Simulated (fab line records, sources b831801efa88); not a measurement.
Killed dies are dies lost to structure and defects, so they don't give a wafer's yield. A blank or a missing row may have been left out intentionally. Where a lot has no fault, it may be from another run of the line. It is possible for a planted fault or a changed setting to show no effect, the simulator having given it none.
Which tool did it? || flow sky130 || 37 wafers from 13 lots sampled at 4 of the route's 708 steps

## WHAT THE GAUGES READ, wafer by wafer
SKY_DNWELL_TW_MEAS_09. Usual: for DNWELL_TW the level is 1105 and the standard deviation is 14.
{"lot": "L392", "measured": "day 3 02:13", "on": "film_metro-04", "DNWELL_TW": "1087 1072 1079", "flag": ""}
{"lot": "L393", "measured": "day 3 08:17", "on": "film_metro-04", "DNWELL_TW": "1097 1097 1097", "flag": ""}
{"lot": "L395", "measured": "day 3 18:40", "on": "film_metro-04", "DNWELL_TW": "1086 1087 1085", "flag": ""}
{"lot": "L396", "measured": "day 4 01:34", "on": "film_metro-04", "DNWELL_TW": "1095 1095 1096", "flag": ""}
{"lot": "L397", "measured": "day 4 06:26", "on": "film_metro-04", "DNWELL_TW": "1098 1096 1101", "flag": ""}
{"lot": "L399", "measured": "day 4 18:47", "on": "film_metro-01", "DNWELL_TW": "1110 1115 1108", "flag": ""}
{"lot": "L400", "measured": "day 4 23:21", "on": "film_metro-01", "DNWELL_TW": "1129 1122 1125", "flag": ""}
{"lot": "L401", "measured": "day 5 03:38", "on": "film_metro-04", "DNWELL_TW": "1101 1100 1100", "flag": ""}
{"lot": "L402", "measured": "day 5 11:02", "on": "film_metro-01", "DNWELL_TW": "1114 1109 1113", "flag": ""}
{"lot": "L403", "measured": "day 5 15:33", "on": "film_metro-04", "DNWELL_TW": "1104 1105 1107", "flag": ""}
{"lot": "L404", "measured": "day 5 21:38", "on": "film_metro-01", "DNWELL_TW": "1114 1112 1112", "flag": ""}
{"lot": "L412", "measured": "day 7 15:53", "on": "film_metro-01", "DNWELL_TW": "1113 1117", "flag": ""}
{"lot": "L413", "measured": "day 7 20:19", "on": "film_metro-01", "DNWELL_TW": "1127 1122", "flag": ""}

SKY_VT_ADJUST_LVTN_TW_MEAS_21. Usual: for VT_ADJUST_LVTN_2_TW the level is 189.2 and the standard deviation is 1.
{"lot": "L392", "measured": "day 7 12:47", "on": "film_metro-01", "VT_ADJUST_LVTN_2_TW": "188.3 188.9 188.4", "flag": ""}
{"lot": "L393", "measured": "day 7 20:43", "on": "film_metro-02", "VT_ADJUST_LVTN_2_TW": "190.0 189.3 189.4", "flag": ""}
{"lot": "L395", "measured": "day 8 09:40", "on": "film_metro-01", "VT_ADJUST_LVTN_2_TW": "188.5 187.7 187.6", "flag": ""}
{"lot": "L396", "measured": "day 8 18:49", "on": "film_metro-02", "VT_ADJUST_LVTN_2_TW": "190.0 190.1 189.7", "flag": ""}
{"lot": "L397", "measured": "day 9 00:46", "on": "film_metro-01", "VT_ADJUST_LVTN_2_TW": "190.7 190.1 190.4", "flag": ""}
{"lot": "L399", "measured": "day 9 17:57", "on": "film_metro-01", "VT_ADJUST_LVTN_2_TW": "190.3 190.9 189.4", "flag": ""}
{"lot": "L400", "measured": "day 9 23:21", "on": "film_metro-03", "VT_ADJUST_LVTN_2_TW": "186.9 187.6 187.9", "flag": ""}
{"lot": "L401", "measured": "day 10 05:45", "on": "film_metro-03", "VT_ADJUST_LVTN_2_TW": "189.4 189.9 189.3", "flag": ""}
{"lot": "L402", "measured": "day 10 12:41", "on": "film_metro-03", "VT_ADJUST_LVTN_2_TW": "189.1 188.2 188.7", "flag": ""}
{"lot": "L403", "measured": "day 10 20:34", "on": "film_metro-03", "VT_ADJUST_LVTN_2_TW": "189.1 189.9 188.3", "flag": ""}
{"lot": "L404", "measured": "day 11 03:17", "on": "film_metro-03", "VT_ADJUST_LVTN_2_TW": "188.6 187.3 188.2", "flag": ""}
{"lot": "L412", "measured": "day 13 11:33", "on": "film_metro-02", "VT_ADJUST_LVTN_2_TW": "205.1 190.4", "flag": "OFF"}
{"lot": "L413", "measured": "day 13 15:21", "on": "film_metro-01", "VT_ADJUST_LVTN_2_TW": "201.8 202.8", "flag": "OFF"}

SKY_VT_ADJUST_HVTR_OVL_MEAS_08. Usual: for VT_ADJUST_HVTR_OVL the level is -1.1 nm and the standard deviation is 1.3.
{"lot": "L392", "measured": "day 9 06:20", "on": "overlay-02", "VT_ADJUST_HVTR_OVL (nm)": "0.0 -0.9 1.1", "flag": ""}
{"lot": "L393", "measured": "day 9 14:34", "on": "overlay-01", "VT_ADJUST_HVTR_OVL (nm)": "-2.7 -2.3 -0.9", "flag": ""}
{"lot": "L395", "measured": "day 10 06:01", "on": "overlay-01", "VT_ADJUST_HVTR_OVL (nm)": "-0.9 -1.5 -1.4", "flag": ""}
{"lot": "L396", "measured": "day 10 14:32", "on": "overlay-01", "VT_ADJUST_HVTR_OVL (nm)": "-3.2 -2.2 -4.2", "flag": ""}
{"lot": "L397", "measured": "day 10 22:17", "on": "overlay-01", "VT_ADJUST_HVTR_OVL (nm)": "-0.4 -3.2 -0.9", "flag": ""}
{"lot": "L399", "measured": "day 11 16:20", "on": "overlay-01", "VT_ADJUST_HVTR_OVL (nm)": "-0.6 -0.7 0.2", "flag": ""}
{"lot": "L400", "measured": "day 11 22:53", "on": "overlay-01", "VT_ADJUST_HVTR_OVL (nm)": "-0.2 -0.2 -2.3", "flag": ""}
{"lot": "L401", "measured": "day 12 04:22", "on": "overlay-01", "VT_ADJUST_HVTR_OVL (nm)": "-1.8 -2.6 -0.1", "flag": ""}
{"lot": "L402", "measured": "day 12 12:19", "on": "overlay-01", "VT_ADJUST_HVTR_OVL (nm)": "-3.0 -0.8 -0.8", "flag": ""}
{"lot": "L403", "measured": "day 12 20:14", "on": "overlay-02", "VT_ADJUST_HVTR_OVL (nm)": "-1.4 -1.2 -3.2", "flag": ""}
{"lot": "L404", "measured": "day 13 04:29", "on": "overlay-02", "VT_ADJUST_HVTR_OVL (nm)": "-0.2 -1.6 -1.9", "flag": ""}
{"lot": "L412", "measured": "day 15 16:34", "on": "overlay-01", "VT_ADJUST_HVTR_OVL (nm)": "1.9 -2.5", "flag": ""}
{"lot": "L413", "measured": "day 15 21:04", "on": "overlay-02", "VT_ADJUST_HVTR_OVL (nm)": "0.1 -0.2", "flag": ""}

## TOOL THAT RAN EACH LOT (tool first, then ch and the chambers of the sampled wafers, then the start)
{"lot": "L392", "SKY_VT_ADJUST_LVTN_IMPLANT_19": "implanter-04 ch 0, day 7 12:33"}
{"lot": "L393", "SKY_VT_ADJUST_LVTN_IMPLANT_19": "implanter-04 ch 0, day 7 20:28"}
{"lot": "L395", "SKY_VT_ADJUST_LVTN_IMPLANT_19": "implanter-04 ch 0, day 8 09:25"}
{"lot": "L396", "SKY_VT_ADJUST_LVTN_IMPLANT_19": "implanter-04 ch 0, day 8 18:35"}
{"lot": "L397", "SKY_VT_ADJUST_LVTN_IMPLANT_19": "implanter-04 ch 0, day 9 00:31"}
{"lot": "L399", "SKY_VT_ADJUST_LVTN_IMPLANT_19": "implanter-02 ch 0, day 9 17:42"}
{"lot": "L400", "SKY_VT_ADJUST_LVTN_IMPLANT_19": "implanter-02 ch 0, day 9 23:06"}
{"lot": "L401", "SKY_VT_ADJUST_LVTN_IMPLANT_19": "implanter-02 ch 0, day 10 05:30"}
{"lot": "L402", "SKY_VT_ADJUST_LVTN_IMPLANT_19": "implanter-03 ch 0, day 10 12:26"}
{"lot": "L403", "SKY_VT_ADJUST_LVTN_IMPLANT_19": "implanter-02 ch 0, day 10 20:20"}
{"lot": "L404", "SKY_VT_ADJUST_LVTN_IMPLANT_19": "implanter-04 ch 0, day 11 03:03"}
{"lot": "L412", "SKY_VT_ADJUST_LVTN_IMPLANT_19": "implanter-03 ch 0, day 13 11:18"}
{"lot": "L413", "SKY_VT_ADJUST_LVTN_IMPLANT_19": "implanter-03 ch 0, day 13 15:06"}
- SKY_VT_ADJUST_LVTN_IMPLANT_19

## AS READ BY THE TOOLS THEMSELVES (means over the sampled wafers that have a number; for cases with no such wafer, the mark the record gives instead)
SKY_VT_ADJUST_LVTN_IMPLANT_19. Usual: beam_on_s 10.00 s, standard deviation 0.19; faraday_current_uA 3.66, standard deviation 0.07.
{"lot": "L392", "tool": "implanter-04", "beam_on_s (s)": 10.02, "faraday_current_uA": 3.64, "flag": ""}
{"lot": "L393", "tool": "implanter-04", "beam_on_s (s)": 9.95, "faraday_current_uA": 3.67, "flag": ""}
{"lot": "L395", "tool": "implanter-04", "beam_on_s (s)": 10.08, "faraday_current_uA": 3.64, "flag": ""}
{"lot": "L396", "tool": "implanter-04", "beam_on_s (s)": 10.08, "faraday_current_uA": 3.63, "flag": ""}
{"lot": "L397", "tool": "implanter-04", "beam_on_s (s)": 9.91, "faraday_current_uA": 3.70, "flag": ""}
{"lot": "L399", "tool": "implanter-02", "beam_on_s (s)": 10.15, "faraday_current_uA": 3.62, "flag": ""}
{"lot": "L400", "tool": "implanter-02", "beam_on_s (s)": 10.04, "faraday_current_uA": 3.64, "flag": ""}
{"lot": "L401", "tool": "implanter-02", "beam_on_s (s)": 10.16, "faraday_current_uA": 3.61, "flag": ""}
{"lot": "L402", "tool": "implanter-03", "beam_on_s (s)": 9.95, "faraday_current_uA": 3.68, "flag": ""}
{"lot": "L403", "tool": "implanter-02", "beam_on_s (s)": 9.93, "faraday_current_uA": 3.69, "flag": ""}
{"lot": "L404", "tool": "implanter-04", "beam_on_s (s)": 10.15, "faraday_current_uA": 3.61, "flag": ""}
{"lot": "L412", "tool": "implanter-03", "beam_on_s (s)": 11.55, "faraday_current_uA": 3.20, "flag": "OFF"}
{"lot": "L413", "tool": "implanter-03", "beam_on_s (s)": 12.96, "faraday_current_uA": 2.81, "flag": "OFF"}

## THE ANSWER, worked out from the rows above alone
Rule: lot off if the mean of its wafers having a number is beyond 3 standard deviations from the usual mean. A lot without any number at a reading at which 4 lots or more have one is off too. Where the step has rows for the other lots, those lots are counted as sound. First the gauges in route order, then the tools' own readings, where a lot's mean is used as printed above. At the first step where some lot is off, the reading lying furthest off is the one used; lots without a number count as furthest.
Off: L412, L413, seen at SKY_VT_ADJUST_LVTN_TW_MEAS_21 (VT_ADJUST_LVTN_2_TW).
If a tool, at a process step before that reading, ran all the lots that are off and no sound lot after the first of them, it fits. Not tried: the gauges at SKY_VT_ADJUST_LVTN_TW_MEAS_21; whatever is off there is also off at SKY_VT_ADJUST_LVTN_IMPLANT_19, on other tools, and gauge error can't account for it. One candidate fits, namely implanter-03 at SKY_VT_ADJUST_LVTN_IMPLANT_19. A fault onset in the window from L402 (day 10 12:26, its last sound lot) to L412 (day 13 11:18, its first lot off) fits.
The tool's own readings at SKY_VT_ADJUST_LVTN_IMPLANT_19 bear it out: on the lots that are off they differ by more than 5 times the standard deviation of the sound lots' means. beam_on_s reads 12.26 s there against 10.04 s on the sound lots; faraday_current_uA reads 3.00 there against 3.65 on the sound lots.

## WHAT THE SIMULATOR HAD PUT IN
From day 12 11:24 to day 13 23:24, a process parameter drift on implanter-03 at SKY_VT_ADJUST_LVTN_IMPLANT_19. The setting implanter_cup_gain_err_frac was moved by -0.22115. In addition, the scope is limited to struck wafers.
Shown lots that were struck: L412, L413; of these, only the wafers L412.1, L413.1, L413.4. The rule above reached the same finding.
